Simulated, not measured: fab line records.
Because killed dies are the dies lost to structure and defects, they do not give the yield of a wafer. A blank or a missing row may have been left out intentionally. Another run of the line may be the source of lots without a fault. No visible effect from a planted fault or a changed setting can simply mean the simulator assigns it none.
Which tool did it? + flow gf180mcu + Sampling: 6 lots, 18 wafers, 2 of 602 route steps

## WHAT THE GAUGES SHOWED, per wafer
GF_VT_IMPLANT_RS_MEAS_49: measures by four-point-probe.
| lot  | measured     | on           | MVPSD_RS (ohm/sq) |
|------|--------------|--------------|-------------------|
| L426 | day 7 17:56  | filmMetro-02 | 1167 1164 1169    |
| L428 | day 8 09:39  | filmMetro-04 | 1172 1172 1173    |
| L433 | day 9 19:48  | filmMetro-02 | 1171 1169 1165    |
| L436 | day 10 13:10 | filmMetro-02 | 1168 1164 1165    |
| L438 | day 11 02:11 | filmMetro-04 | 1169 1171 1171    |
| L442 | day 12 05:43 | filmMetro-01 | 1259 1255 1262    |

## WHICH TOOL RAN EACH LOT (tool, then ch and the chambers of the sampled wafers, then the start)
| lot  | GF_MVPSD_IMPLANT_08            |
|------|--------------------------------|
| L426 | implanter-01 ch 0, day 5 05:40 |
| L428 | implanter-02 ch 0, day 5 17:30 |
| L433 | implanter-02 ch 0, day 7 01:50 |
| L436 | implanter-01 ch 0, day 7 16:31 |
| L438 | implanter-01 ch 0, day 8 05:05 |
| L442 | implanter-01 ch 0, day 9 04:07 |
- GF_MVPSD_IMPLANT_08

## THE ANSWER, worked out from the rows above alone
Rule: the usual values come from the lots themselves. Put in order of their means at a reading, lots are off if they are a third of the lots or fewer, leave a main group of 4 or more, and stand apart from it by a gap of 3 or more times the standard deviation of the main group's means; of several such gaps the widest counts. If all means in a main group match to the digits the tables above print for the reading, that group is not used. A lot without any number at a reading at which 4 lots or more have one is off too. Any other lot the step has rows for is counted as sound.
Off: at GF_VT_IMPLANT_RS_MEAS_49 (MVPSD_RS), L442. For the main group the mean is 1169 ohm/sq and the standard deviation 2.4.
If a tool, at a process step before that reading, ran all the lots that are off and no sound lot after the first of them, it fits. Those tools and the gauges at GF_VT_IMPLANT_RS_MEAS_49 are tried in the same way. Can't be told from this: 2 tools fit, implanter-01 at GF_MVPSD_IMPLANT_08, filmMetro-01 at GF_VT_IMPLANT_RS_MEAS_49.

## WHAT THE SIMULATOR PUT IN
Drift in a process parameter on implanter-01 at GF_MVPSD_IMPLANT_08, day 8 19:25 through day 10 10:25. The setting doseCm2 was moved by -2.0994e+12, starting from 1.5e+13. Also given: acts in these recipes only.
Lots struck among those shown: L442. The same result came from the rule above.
